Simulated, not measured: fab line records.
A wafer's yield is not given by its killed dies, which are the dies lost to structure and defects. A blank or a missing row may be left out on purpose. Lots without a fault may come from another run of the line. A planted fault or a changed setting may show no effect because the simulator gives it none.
Comparing a struck lot with a sound one :: flow sfq line :: 15 out of 325 route steps
Sound: wafers L190.2, L190.3, L190.5. Wafers L206.1, L206.3, L206.5 were the ones struck. The cause is named last.
At each step with rows: each side's tool, then ch and its chambers, then its first start. Under that, the readings that differ: sound wafers :: struck wafers :: difference of the means :: sigmas: that difference in standard deviations of wafers without a fault.
alike: same words and numbers on both sides, and readings whose means sit less than 2 such deviations apart. not compared: any withheld reading, any reading some wafer has no value for, any bound like >300 that may hide the same value, and any number with overlapping values for which the record gives no deviation.
A row with sigmas, a row that says differs or no value, or rows on one side alone: a step with any of these is where the two part. Numbers that don't overlap but have no deviation are shown without sigmas and don't part them. A reading that every wafer of one side lacks parts them only if that side has two wafers or more.

SFQ_I5_OVL_MEAS_936:
  sound on overlay-01, day 69 08:02; struck on overlay-01, day 75 18:29
  alike: I5_OVL
SFQ_TRILAYER_I5_BARC_OPEN_VIA_ETCH_200: etches BARC in O2, target depth 125 nm, time 41.7 s.
  sound on rie diel-01 ch 1,2,3, day 69 08:04; struck on rie diel-03 ch 1,3, day 75 18:32
  alike: drypump motor current A, oes product au, run length s
  not compared: rf hours counter h
SFQ_TRILAYER_I5_ETCH_VIA_ETCH_147: etches the open film in CHF3, stops on Nb, target depth 360 nm.
  sound on rie diel-01 ch 1,2,3, day 69 08:07; struck on rie diel-03 ch 1,3, day 75 18:34
  alike: drypump motor current A, oes product au
SFQ_TRILAYER_I5_STRIP_STRIP_148: strips in O2.
  sound on rie metal-02 ch 0, day 69 08:28; struck on rie metal-02 ch 0,1, day 75 18:43
  alike: drypump motor current A, oes product au
  not compared: rf hours counter h
then, 7 steps without rows for these wafers: SFQ_TRILAYER_I5_STRIP_SOLV_CLEAN_149 (cleans in NMP, time 600 s); SFQ_TRILAYER_C5_LITHO_COAT_156 (resist thk 62 nm); SFQ_TRILAYER_C5_LITHO_COAT_151 (resist thk 650 nm); SFQ_TRILAYER_C5_LITHO_SOFTBAKE_155; SFQ_TRILAYER_C5_LITHO_EXPOSE_152 (exposes mask C5, target cd 500 nm); SFQ_TRILAYER_C5_LITHO_PEB_154 (peb time 60 s); SFQ_TRILAYER_C5_LITHO_DEVELOP_153 (time 60 s).
-- the record jumps here: 4 days lie between the struck wafers' starts before and after --
SFQ_C5_OVL_MEAS_937:
  sound on overlay-02, day 69 12:15; struck on overlay-01, day 79 14:20
reading: C5_OVL (nm)
sound: -3 -6 -6
struck: 14 12 13
difference: +18
sigmas: +3
SFQ_TRILAYER_C5_BARC_OPEN_VIA_ETCH_210: etches BARC in O2, target depth 125 nm, time 41.7 s.
  sound on rie diel-01 ch 0,1,3, day 69 12:17; struck on rie diel-04 ch 1,3, day 79 14:23
reading: oes product au (a.u.)
sound: 0.681 0.691 0.688
struck: 0.766 0.762 0.757
difference: +0.075
sigmas: +16

reading: run length s (s)
sound: 69.5 70.5 70.1
struck: 63.9 63.5 63.1
difference: -6.5
sigmas: -13

reading: model.KrF_of_TRILAYER_C5_LITHO_COAT_151.thk nm (nm)
sound: 575.3 575.8 574.2
struck: 586.1 586 586.4
difference: +11.1
sigmas: 
  alike: drypump motor current A
  not compared: rf hours counter h
SFQ_TRILAYER_C5_ETCH_VIA_ETCH_154: etches SiO2 in CHF3, stops on Nb, target depth 84 nm.
  sound on rie diel-01 ch 0,1,3, day 69 12:19; struck on rie diel-04 ch 1,3, day 79 14:25
reading: model.KrF_of_TRILAYER_C5_LITHO_COAT_151.thk nm (nm)
sound: 561 561.7 559.9
struck: 571.7 571.7 572.1
difference: +11.0
sigmas: 
  alike: drypump motor current A, oes product au
SFQ_TRILAYER_C5_STRIP_STRIP_155: strips in O2.
  sound on rie metal-04 ch 0, day 69 12:22; struck on rie metal-01 ch 0, day 79 14:28
  alike: drypump motor current A, oes product au
  not compared: rf hours counter h

== WHERE THEY PART ==
Earliest at SFQ_C5_OVL_MEAS_937; latest, in this record, at SFQ_TRILAYER_C5_BARC_OPEN_VIA_ETCH_210. Later steps at which nothing parts them and some readings are alike: SFQ_TRILAYER_C5_ETCH_VIA_ETCH_154, SFQ_TRILAYER_C5_STRIP_STRIP_155.

WHY: what had been put in by the simulator
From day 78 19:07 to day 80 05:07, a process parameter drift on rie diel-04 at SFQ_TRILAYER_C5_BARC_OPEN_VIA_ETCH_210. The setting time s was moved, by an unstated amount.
